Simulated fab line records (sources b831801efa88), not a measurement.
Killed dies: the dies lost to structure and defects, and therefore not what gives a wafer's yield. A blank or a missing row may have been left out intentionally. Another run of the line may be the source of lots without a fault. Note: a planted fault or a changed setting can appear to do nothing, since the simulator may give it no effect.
fab line records -- flow sfqLine
record: lots: 6, wafers: 18, lastDay: 85
route steps=325 shown M7@292 I7@296 M8@311
lots that met no fault: from a run of the same line without faults
startH: the number of hours between the record's first day and the start of the first shown wafer of the lot -- waitH: hours since the lot's step before -- " same as the row above -- L1.1+2: a row that stands for several wafers -- - value missing, or start not given -- * or withheld: withheld -- < > ~ a bound
route shown NAME@n: NAME is a module with steps in the file, n the number in the route of the first one -- usual: mean/standard deviation of fault-free wafers -- same: alike in all rows -- chamber/n: place in a boat -- sites: readings site by site -- _std_site: standard deviation of those values -- _edge_site: mean of outer sites minus mean of inner sites -- radiusMm: for every site, how far away it sits from the centre of the wafer -- mask NAME#n: copy n -- behind: the last tool/chamber to shape the wafer -- hold: cause of the lot's hold/its duration in hours/its outcome -- device: the n, p or np transistor that did not switch -- end of line: tests run on the same wafers once the route is complete -- step lacking rows: just its recipe -- killed: dies that structure and defects cost at the first sort, which is not the same as the wafer's yield -- map: dies across one wafer; x = killed, . = not, _ = none there
set.NAME: the setting that was run; set.NAME@STEP: the one run at that earlier step -- model.NAME: the simulator's own value behind a step, which no gauge read
lots at selected steps of the route; one table per step, one row per wafer
services: the hour from which a tool's chamber was out of use, counted from the record's first day as startH (under 0 if before that day), plus the number of hours and why
== steps ==
step: SFQ_TRILAYER_M7_BARC_OPEN_METAL_ETCH_229
recipe: maskMaterial: PR, chemistry: O2, targetDepthNm: 125, target: BARC, icpW: 577.1, biasW: 80, pressureMtorr: 10, timeS: 41.7
step: SFQ_TRILAYER_M7_ETCH_METAL_ETCH_180
recipe: target: Nb, stopOn: SiO2, maskMaterial: PR, chemistry: Cl2/Ar, targetDepthNm: 240, icpW: 600, biasW: 80, pressureMtorr: 10, timeS: 120
usual: drypumpMotorCurrentA: 5.9/0.46, oesProductAu: 0.895/0.0082, rfFwdPowerW: 595.9/2
lot.wafer,tool,chamber,startH,waitH,drypumpMotorCurrentA,oesProductAu,rfFwdPowerW,rfHoursCounterH
L828.2,rieMetal-01,0,1848.34,0.0,5.9,0.894,595.3,80
L828.5,rieMetal-01,0,1848.34,0.0,5.9,0.877,595.6,-
L828.6,rieMetal-01,1,1848.34,0.0,6.2,0.897,598.0,-
L835.2,rieMetal-01,0,1903.52,0.0,5.9,0.922,598.0,87
L835.3,rieMetal-01,1,1903.52,0.0,6.2,0.904,595.7,-
L835.5,rieMetal-01,1,1903.52,0.0,6.2,0.901,596.2,-
L838.1,rieMetal-03,0,1914.45,0.0,5.2,0.888,597.0,12
L838.3,rieMetal-03,0,1914.45,0.0,5.2,0.900,598.4,-
L838.4,rieMetal-03,1,1914.45,0.0,6.0,0.887,598.9,-
L841.4,rieMetal-03,0,1925.29,0.1,5.2,0.889,593.4,-
L841.5,rieMetal-03,1,1925.29,0.1,5.9,0.887,599.4,-
L841.6,rieMetal-03,0,1925.29,0.1,5.1,0.897,592.3,-
L842.1,rieMetal-03,1,1958.29,0.0,6.0,0.893,593.9,123
L842.2,rieMetal-03,0,1958.29,0.0,5.2,0.900,595.0,18
L842.3,rieMetal-03,0,1958.29,0.0,5.2,0.893,594.6,-
L843.2,rieMetal-03,1,1961.89,0.0,6.0,0.894,593.2,124
L843.3,rieMetal-03,0,1961.89,0.0,5.1,0.901,593.4,-
L843.4,rieMetal-03,1,1961.89,0.0,5.9,0.904,598.2,-
step: SFQ_TRILAYER_M7_STRIP_STRIP_181
recipe: gas: O2, powerW: 200, platenTempC: 40, overashFraction: 0.65, chemistry: O2, pressureMtorr: 50
usual: drypumpMotorCurrentA: 5.9/0.46, oesProductAu: 0.997/0.0084
lot.wafer,tool,chamber,startH,waitH,drypumpMotorCurrentA,oesProductAu,rfHoursCounterH
L828.2,rieMetal-01,0,1848.46,0.1,5.9,1.002,80
L828.5,rieMetal-01,0,1848.46,0.1,5.9,1.010,-
L828.6,rieMetal-01,1,1848.46,0.1,6.2,0.996,-
L835.2,rieMetal-01,0,1903.65,0.1,5.9,0.996,87
L835.3,rieMetal-01,1,1903.65,0.1,6.2,1.005,-
L835.5,rieMetal-01,1,1903.65,0.1,6.2,0.996,-
L838.1,rieMetal-03,0,1914.57,0.1,5.2,1.010,12
L838.3,rieMetal-03,0,1914.57,0.1,5.1,1.002,-
L838.4,rieMetal-03,1,1914.57,0.1,6.0,0.998,-
L841.4,rieMetal-03,0,1925.57,0.2,5.2,1.006,-
L841.5,rieMetal-03,1,1925.57,0.2,6.0,1.005,-
L841.6,rieMetal-03,0,1925.57,0.2,5.1,1.002,-
L842.1,rieMetal-03,1,1958.42,0.1,6.0,1.007,123
L842.2,rieMetal-03,0,1958.42,0.1,5.1,0.993,18
L842.3,rieMetal-03,0,1958.42,0.1,5.1,0.996,-
L843.2,rieMetal-03,1,1962.02,0.1,6.0,1.000,124
L843.3,rieMetal-03,0,1962.02,0.1,5.2,0.997,-
L843.4,rieMetal-03,1,1962.02,0.1,6.0,1.003,-
step: SFQ_TRILAYER_M7_STRIP_SOLV_CLEAN_182
recipe: chemistry: NMP, tempC: 70, timeS: 600
step: SFQ_TRILAYER_I7_DEP_PECVD_183
recipe: material: SiO2, tempC: 150, timeS: 111.11, pressureTorr: 2.4, rfW: 183.3, precursor: SiH4/N2O, targetThkNm: 500
step: SFQ_TRILAYER_I7_CMP_CMP_184
recipe: material: SiO2, downForcePsi: 3, platenRpm: 60, padVelocityMS: 0.94248
usual: motorCurrentA: 10.0/0.75, slurryFilterDpKPa: 13.51/0.15, timeToEndpointS: 212/9
lot.wafer,tool,chamber,startH,waitH,motorCurrentA,slurryFilterDpKPa,timeToEndpointS
L828.2,cmp-02,3,1849.81,0.5,10.2,13.52,208
L828.5,cmp-02,2,1851.31,2.0,8.5,13.61,226
L828.6,cmp-02,3,1851.31,2.0,10.8,13.69,209
L835.2,cmp-01,0,1905.50,1.0,11.3,13.54,205
L835.3,cmp-01,1,1905.50,1.0,10.6,13.28,207
L835.5,cmp-01,3,1907.00,2.5,9.6,13.66,219
L838.1,cmp-01,3,1916.02,0.6,9.8,13.40,205
L838.4,cmp-01,0,1916.02,0.6,11.0,13.35,202
L838.3,cmp-01,1,1916.02,0.6,10.1,13.57,205
L841.4,cmp-01,1,1926.41,0.2,10.0,13.59,215
L841.5,cmp-01,1,1928.41,2.2,10.2,13.29,221
L841.6,cmp-01,2,1928.41,2.2,10.6,13.35,208
L842.3,cmp-02,2,1960.47,1.2,8.8,13.55,214
L842.1,cmp-02,3,1960.47,1.2,10.9,13.82,205
L842.2,cmp-02,0,1960.47,1.2,10.3,13.35,216
L843.4,cmp-02,2,1962.97,0.1,8.5,13.41,219
L843.3,cmp-02,3,1962.97,0.1,10.5,13.40,210
L843.2,cmp-02,1,1964.47,1.6,9.3,13.51,216
step: SFQ_I7_BOW_MEAS_946
recipe: mode: bow
usual: I7_BOW: 9/9.7
lot.wafer,tool,chamber,startH,waitH,I7_BOW[um]
L828.2,filmMetro-03,-,1852.33,2.0,1
L828.5,filmMetro-03,-,1852.33,2.0,2
L828.6,filmMetro-03,-,1852.33,2.0,8
L835.2,filmMetro-03,-,1907.52,1.5,21
L835.3,filmMetro-03,-,1907.52,1.5,22
L835.5,filmMetro-03,-,1907.52,1.5,15
L838.1,filmMetro-01,-,1919.02,2.5,24
L838.3,filmMetro-01,-,1919.02,2.5,18
L838.4,filmMetro-01,-,1919.02,2.5,21
L841.4,filmMetro-03,-,1929.47,2.6,13
L841.5,filmMetro-03,-,1929.47,2.6,8
L841.6,filmMetro-03,-,1929.47,2.6,14
L842.1,filmMetro-02,-,1962.97,1.5,0
L842.2,filmMetro-02,-,1962.97,1.5,6
L842.3,filmMetro-02,-,1962.97,1.5,-3
L843.2,filmMetro-01,-,1965.99,1.0,-4
L843.3,filmMetro-01,-,1965.99,1.0,-11
L843.4,filmMetro-01,-,1965.99,1.0,-5
step: SFQ_TRILAYER_I7_METRO_MEASURE_185
usual: thkNm: 199.9/1.1
lot.wafer,tool,chamber,startH,waitH,thkNm
L828.2,filmMetro-03,-,1852.63,0.3,199.1
L828.5,filmMetro-03,-,1852.63,0.3,199.7
L828.6,filmMetro-03,-,1852.63,0.3,199.7
L835.2,filmMetro-03,-,1907.82,0.3,199.9
L835.3,filmMetro-03,-,1907.82,0.3,199.5
L835.5,filmMetro-03,-,1907.82,0.3,199.6
L838.1,filmMetro-01,-,1919.14,0.1,201.1
L838.3,filmMetro-01,-,1919.14,0.1,197.4
L838.4,filmMetro-01,-,1919.14,0.1,198.7
L841.4,filmMetro-03,-,1930.13,0.6,198.5
L841.5,filmMetro-03,-,1930.13,0.6,199.9
L841.6,filmMetro-03,-,1930.13,0.6,199.0
L842.1,filmMetro-02,-,1963.09,0.1,199.1
L842.2,filmMetro-02,-,1963.09,0.1,201.0
L842.3,filmMetro-02,-,1963.09,0.1,200.2
L843.2,filmMetro-01,-,1966.29,0.3,200.3
L843.3,filmMetro-01,-,1966.29,0.3,199.5
L843.4,filmMetro-01,-,1966.29,0.3,201.3
step: SFQ_TRILAYER_I7_VIA_LITHO_COAT_192
recipe: resist: BARC, spinRpm: 3000, resistThkNm: 62
step: SFQ_TRILAYER_I7_VIA_LITHO_COAT_187
recipe: resist: KrF, spinRpm: 3000, resistThkNm: 650
step: SFQ_TRILAYER_I7_VIA_LITHO_SOFTBAKE_191
recipe: tempC: withheld, timeS: withheld, resist: KrF
step: SFQ_TRILAYER_I7_VIA_LITHO_EXPOSE_188
recipe: maskId: I7, na: 0.6, sourceShape: conventional, sigmaOuter: 0.65, targetCdNm: 1000, doseMj: 21.3
step: SFQ_TRILAYER_I7_VIA_LITHO_PEB_190
recipe: pebTempC: 115, pebTimeS: 60, resist: KrF
usual: heaterPowerTotalW: 79.15/0.067, resistLineTempC: 22.99/0.12
lot.wafer,tool,chamber,startH,waitH,heaterPowerTotalW,resistLineTempC
L828.2,lithoTrack-01,0,1869.65,0.8,79.06,23.08
L828.5,lithoTrack-01,0,1869.65,0.8,79.21,22.88
L828.6,lithoTrack-01,0,1869.65,0.8,79.13,22.76
L835.2,lithoTrack-03,0,1999.92,0.8,79.22,22.77
L835.3,lithoTrack-03,0,1999.92,0.8,79.16,22.92
L835.5,lithoTrack-03,0,1999.92,0.8,79.21,22.93
L838.1,lithoTrack-03,0,2011.90,1.0,112.92,23.20
L838.3,lithoTrack-03,0,2011.90,1.0,112.77,22.91
L838.4,lithoTrack-03,0,2011.90,1.0,112.66,23.11
L841.4,lithoTrack-03,0,2020.50,0.5,112.99,23.16
L841.5,lithoTrack-03,0,2020.50,0.5,112.94,22.99
L841.6,lithoTrack-03,0,2020.50,0.5,112.99,23.12
L842.1,lithoTrack-04,0,2036.02,1.0,79.14,23.08
L842.2,lithoTrack-04,0,2036.02,1.0,79.04,22.88
L842.3,lithoTrack-04,0,2036.02,1.0,79.21,23.05
L843.2,lithoTrack-04,0,2039.25,0.8,79.18,23.14
L843.3,lithoTrack-04,0,2039.25,0.8,79.08,23.11
L843.4,lithoTrack-04,0,2039.25,0.8,79.12,23.15
step: SFQ_TRILAYER_I7_VIA_LITHO_DEVELOP_189
recipe: timeS: 60, resist: KrF
step: SFQ_I7_OVL_MEAS_947
usual: I7_OVL: -1/5.1
lot.wafer,tool,chamber,startH,waitH,I7_OVL[nm]
L828.2,overlay-01,-,1869.93,0.1,2
L828.5,overlay-01,-,1869.93,0.1,5
L828.6,overlay-01,-,1869.93,0.1,0
L835.2,overlay-02,-,2000.20,0.1,-3
L835.3,overlay-02,-,2000.20,0.1,-1
L835.5,overlay-02,-,2000.20,0.1,0
L838.1,overlay-01,-,2012.20,0.1,-
L838.3,overlay-01,-,2012.20,0.1,-
L838.4,overlay-01,-,2012.20,0.1,-
L841.4,overlay-02,-,2020.74,0.1,-
L841.5,overlay-02,-,2020.74,0.1,-
L841.6,overlay-02,-,2020.74,0.1,-
L842.1,overlay-02,-,2036.32,0.1,7
L842.2,overlay-02,-,2036.32,0.1,5
L842.3,overlay-02,-,2036.32,0.1,5
L843.2,overlay-01,-,2039.53,0.1,0
L843.3,overlay-01,-,2039.53,0.1,9
L843.4,overlay-01,-,2039.53,0.1,-5
step: SFQ_TRILAYER_I7_VIA_BARC_OPEN_VIA_ETCH_260
recipe: maskMaterial: PR, chemistry: O2, targetDepthNm: 125, target: BARC, sourceW: 500, biasW: 80, pressureMtorr: 30, timeS: 41.7
usual: drypumpMotorCurrentA: 5.6/0.46, oesProductAu: 0.685/0.0044, rfFwdPowerW: 494.7/1.8
lot.wafer,tool,chamber,startH,waitH,drypumpMotorCurrentA,oesProductAu,rfFwdPowerW,rfHoursCounterH
L828.2,rieDiel-01,0,1869.96,0.0,5.7,0.683,492.2,20
L828.5,rieDiel-01,1,1869.96,0.0,5.1,0.683,494.8,-
L828.6,rieDiel-01,0,1869.96,0.0,5.8,0.681,492.0,-
L835.2,rieDiel-01,1,2000.23,0.0,5.1,0.680,494.4,3
L835.3,rieDiel-01,3,2000.23,0.0,5.1,0.677,496.0,20
L835.5,rieDiel-01,0,2000.23,0.0,5.8,0.682,493.4,-
L838.1,rieDiel-04,0,2012.23,0.0,6.0,0.686,495.7,11
L838.3,rieDiel-04,3,2012.23,0.0,6.3,0.690,493.7,14
L838.4,rieDiel-04,3,2012.23,0.0,6.3,0.685,494.4,-
L841.4,rieDiel-04,2,2020.76,0.0,5.0,0.682,494.6,7
L841.5,rieDiel-04,3,2020.76,0.0,6.2,0.676,495.6,-
L841.6,rieDiel-04,2,2020.76,0.0,5.1,0.681,496.3,-
L842.1,rieDiel-02,1,2036.36,0.0,5.7,0.686,492.6,19
L842.2,rieDiel-02,3,2036.36,0.0,5.9,0.693,492.5,7
L842.3,rieDiel-02,2,2036.36,0.0,5.6,0.685,495.3,0
L843.2,rieDiel-01,1,2039.56,0.0,5.1,0.689,493.1,3
L843.3,rieDiel-01,2,2039.56,0.0,5.1,0.685,496.2,21
L843.4,rieDiel-01,3,2039.56,0.0,5.1,0.684,495.0,21
step: SFQ_TRILAYER_I7_VIA_ETCH_VIA_ETCH_190
recipe: target: SiO2, stopOn: Nb, maskMaterial: PR, taperDeg: 20, chemistry: CHF3, targetDepthNm: 260, sourceW: 500, biasW: 80, pressureMtorr: 30, timeS: withheld
step: SFQ_TRILAYER_I7_VIA_STRIP_STRIP_191
recipe: gas: O2, powerW: 200, platenTempC: 40, overashFraction: 0.6759, chemistry: O2, pressureMtorr: 50
step: SFQ_TRILAYER_I7_VIA_STRIP_SOLV_CLEAN_192
recipe: chemistry: NMP, tempC: 70, timeS: 600
step: SFQ_TRILAYER_M8_LITHO_LOR_COAT_197
recipe: resist: lift-off, spinRpm: 3000
step: SFQ_TRILAYER_M8_LITHO_LOR_BAKE_198
recipe: resist: lift-off, tempC: withheld, timeS: withheld
step: SFQ_TRILAYER_M8_LITHO_COAT_193
recipe: resist: KrF, spinRpm: 3000, resistThkNm: 600
step: SFQ_TRILAYER_M8_LITHO_SOFTBAKE_199
recipe: tempC: withheld, timeS: withheld, resist: KrF
step: SFQ_TRILAYER_M8_LITHO_EXPOSE_194
recipe: maskId: M8, na: 0.6, sourceShape: conventional, sigmaOuter: 0.65, targetCdNm: 2000, doseMj: 14.4
usual: exposureDoseMJCm2: 14.399/0.014, focusOffsetNm: 0.0/0.49, sigmaOuter: 0.65/0
lot.wafer,tool,chamber,startH,waitH,mask,exposureDoseMJCm2,focusOffsetNm,sigmaOuter
L828.2,krfScanner-02,0,1968.90,-,M8#0,14.390,0.3,0.65
L828.5,krfScanner-02,0,1968.90,-,M8#0,14.417,-0.6,0.65
L828.6,krfScanner-02,0,1968.90,-,M8#0,14.396,0.2,0.65
L835.2,krfScanner-01,0,2005.02,-,M8#0,14.407,0.0,0.65
L835.3,krfScanner-01,0,2005.02,-,M8#0,14.407,0.8,0.65
L835.5,krfScanner-01,0,2005.02,-,M8#0,14.404,0.4,0.65
L838.1,krfScanner-01,-,2014.46,-,M8#0,-,-,-
L838.3,krfScanner-01,-,2014.46,-,M8#0,-,-,-
L838.4,krfScanner-01,-,2014.46,-,M8#0,-,-,-
L841.4,krfScanner-02,-,2023.60,-,M8#0,-,-,-
L841.5,krfScanner-02,-,2023.60,-,M8#0,-,-,-
L841.6,krfScanner-02,-,2023.60,-,M8#0,-,-,-
L842.1,krfScanner-01,0,2039.82,-,M8#0,14.409,-0.7,0.65
L842.2,krfScanner-01,0,2039.82,-,M8#0,14.389,-0.8,0.65
L842.3,krfScanner-01,0,2039.82,-,M8#0,14.392,-0.7,0.65
L843.2,krfScanner-01,0,2044.82,-,M8#0,14.401,0.6,0.65
L843.3,krfScanner-01,0,2044.82,-,M8#0,14.423,0.5,0.65
L843.4,krfScanner-01,0,2044.82,-,M8#0,14.402,0.6,0.65
step: SFQ_TRILAYER_M8_LITHO_PEB_196
recipe: pebTempC: 115, pebTimeS: 60, resist: KrF
== services ==
tool,chamber,startH,hours,kind
rieDiel-01,0,1833.46,9.9,repair
krfScanner-01,-,1837.37,3.2,repair
filmMetro-03,-,1844.31,0.4,pm
krfScanner-02,-,1847.94,1.0,pm
rieDiel-04,1,1853.17,5.0,repair
cmp-01,-,1859.51,4.3,repair
krfScanner-01,-,1862.20,4.0,pm
cmp-01,-,1863.25,0.4,repair
filmMetro-01,-,1867.31,0.7,pm
krfScanner-01,-,1867.42,1.0,pm
filmMetro-01,-,1875.46,1.0,pm
krfScanner-02,-,1909.13,0.8,pm
rieDiel-04,-,1918.04,0.2,repair
krfScanner-01,-,1928.45,1.3,pm
rieMetal-01,0,1941.27,26.9,repair
cmp-01,-,1941.53,4.0,pm
krfScanner-01,-,1947.75,0.8,pm
cmp-01,-,1962.69,0.4,repair
cmp-01,-,1978.15,2.0,repair
cmp-02,-,1989.95,1.8,repair
rieDiel-01,2,1993.81,8.0,repair
rieDiel-01,-,2032.64,0.4,repair
krfScanner-01,-,2036.02,1.0,pm
cmp-01,-,2040.77,3.4,repair
== key ==
firstSign: step: SFQ_TRILAYER_I7_VIA_LITHO_PEB_190, reading: heaterPowerTotalW, direction: up, sigmas: 99+, usual: 79.15, struck: 112.88
effect: step: SFQ_I7_OVL_MEAS_947, reading: I7_OVL, direction: missing
effect: step: SFQ_TRILAYER_M8_LITHO_EXPOSE_194, reading: toolRecord, direction: missing
metAt SFQ_TRILAYER_I7_VIA_LITHO_PEB_190
struckWafers L838.1,L838.3,L838.4,L841.4,L841.5,L841.6
onsetBetween 1999.92 2011.90
fault: kind: processParameterDrift, tool: lithoTrack-03, chamber: -, onsetH: 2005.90, steps: SFQ_TRILAYER_I7_VIA_LITHO_PEB_190, channel: pebTimeS, offset: *, shape: step, endH: 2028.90, actsIn: *, stated: *
